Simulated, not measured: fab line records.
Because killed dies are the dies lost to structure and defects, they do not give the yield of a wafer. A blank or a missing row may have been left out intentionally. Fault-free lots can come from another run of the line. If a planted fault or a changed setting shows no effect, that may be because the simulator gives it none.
Problem report in the 8D (eight disciplines) form, filled by code | flow sky130 | the parts of the form that need people (team, actions taken, sign-off) are left out

1. THE ISSUE
At SKY_PAD_OPEN_PROBE_99, killed_at_M4_up averages 67.4 over 5 wafers from 2 lots, while fault-free wafers read 3.4, standard deviation 1.8. Measured from the usual mean, that is +36 standard deviations.
First seen on wafer L176.2, day 48 00:42, on prober-02. At this step, 39 wafers from 13 lots have a number in the record. By rule, "out" or "out of limits" means more than 4 standard deviations away from the usual mean. Any other wafer with a number is counted as sound.

2. WHAT IT IS; WHAT IT IS NOT
question                    | is                                                                                                    | is not
which readings at this step | killed_at_M4_up, defect-limited-yield, killed-dies, sort_bin_3_pad_short, sort-n-pass, sort-yield-pct | killed_at_M0_to_M3, killed-at-contacts, killed-at-front-end, killed-at-other, killed-short, sort_bin_6_memory
which lots                  | L176, L178                                                                                            | L166, L167, L168, L169, L170, L180, L185, L186, L187, L188, L189
which wafers of those lots  | L176.2, L176.3, L176.5, L178.2, L178.6                                                                | L178.1
read on which tools         | prober-02                                                                                             | prober-01
when                        | from day 48 00:42                                                                                     | up to then (15 sound wafers); but 19 sound wafers of L178, L180, L185, L186, L187, L188, L189 came after

3. THE SUSPECTS, EACH WITH WHAT RULES IT OUT
Counting: any tool at a process step up to the reading remains a suspect provided it ran every lot that is out. Sound lots after the first of them don't rule it out here, since some wafers of a struck lot are sound.
- plasma-asher-02 at SKY_METAL4_STRIP_19 (strips in O2/N2): kept. Every lot that is out went through it, the first being L176 (day 44 08:43); the last sound lot it ran before that was L168 (day 41 20:53).
- prober-02 at SKY_PAD_OPEN_PROBE_99: kept. Every lot that is out went through it, the first being L176 (day 48 00:42); the last sound lot it ran before that was L170 (day 46 10:27). Its own defect-limited-yield, killed_at_M4_up, killed-dies, sort_bin_3_pad_short, sort-n-pass, sort-yield-pct readings are out on those wafers.
- Within plasma-asher-02 at SKY_METAL4_STRIP_19, the wafers that are out were processed in chamber 1 and their sound lot-mates in chamber 0.
Remaining after the count are plasma-asher-02 at SKY_METAL4_STRIP_19 and prober-02 at SKY_PAD_OPEN_PROBE_99.

4. THE CAUSE (what the simulator had put in)
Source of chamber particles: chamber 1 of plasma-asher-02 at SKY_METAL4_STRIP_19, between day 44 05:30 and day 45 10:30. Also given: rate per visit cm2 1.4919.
After counting, 2 suspects remain, this tool included.

5. THE CHAIN OF EFFECTS, in route order
One row per reading whose mean, taken over the struck wafers that have a number, lies over 3 standard deviations from the usual. Only readings for which the record gives a usual standard deviation are gone through. hours: the time from each lot's start at the first step in this table that gives one to its start at this step, as a median over the lots. sigmas: the change in usual standard deviations.
hours | step                  | reading              | usual  | on struck wafers | change | sigmas
0     | SKY_PAD_OPEN_PROBE_99 | defect-limited-yield | 82.5 % | 71.5             | -11.0  | -5.8
0     | SKY_PAD_OPEN_PROBE_99 | killed_at_M4_up      | 3.4    | 67.4             | +64.0  | +36
0     | SKY_PAD_OPEN_PROBE_99 | killed-dies          | 86     | 140              | +54    | +5.8
0     | SKY_PAD_OPEN_PROBE_99 | sort_bin_3_pad_short | 0.9 %  | 4.5              | +3.6   | +7.8
0     | SKY_PAD_OPEN_PROBE_99 | sort_bin_5_function  | 10.3 % | 17.6             | +7.3   | +4.9
0     | SKY_PAD_OPEN_PROBE_99 | sort-n-pass          | 406    | 352              | -54    | -5.8
0     | SKY_PAD_OPEN_PROBE_99 | sort-yield-pct       | 82.5 % | 71.5             | -11.0  | -5.8
It contains these process steps:
- SKY_PAD_OPEN_PROBE_99

6. HOW IT WOULD HAVE BEEN CAUGHT EARLIER
In this record no reading fell out of limits until day 48 00:42, 91 hours after the fault had begun at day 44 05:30.
No tool reading at SKY_METAL4_STRIP_19 that has a usual standard deviation in the record was out on any struck wafer, so an alarm limit of 4 standard deviations on those readings would not have fired.
By day 48 00:42, every lot that is out (2) had started SKY_METAL4_STRIP_19 on plasma-asher-02. A hold on the tool at that time would have spared none of them.
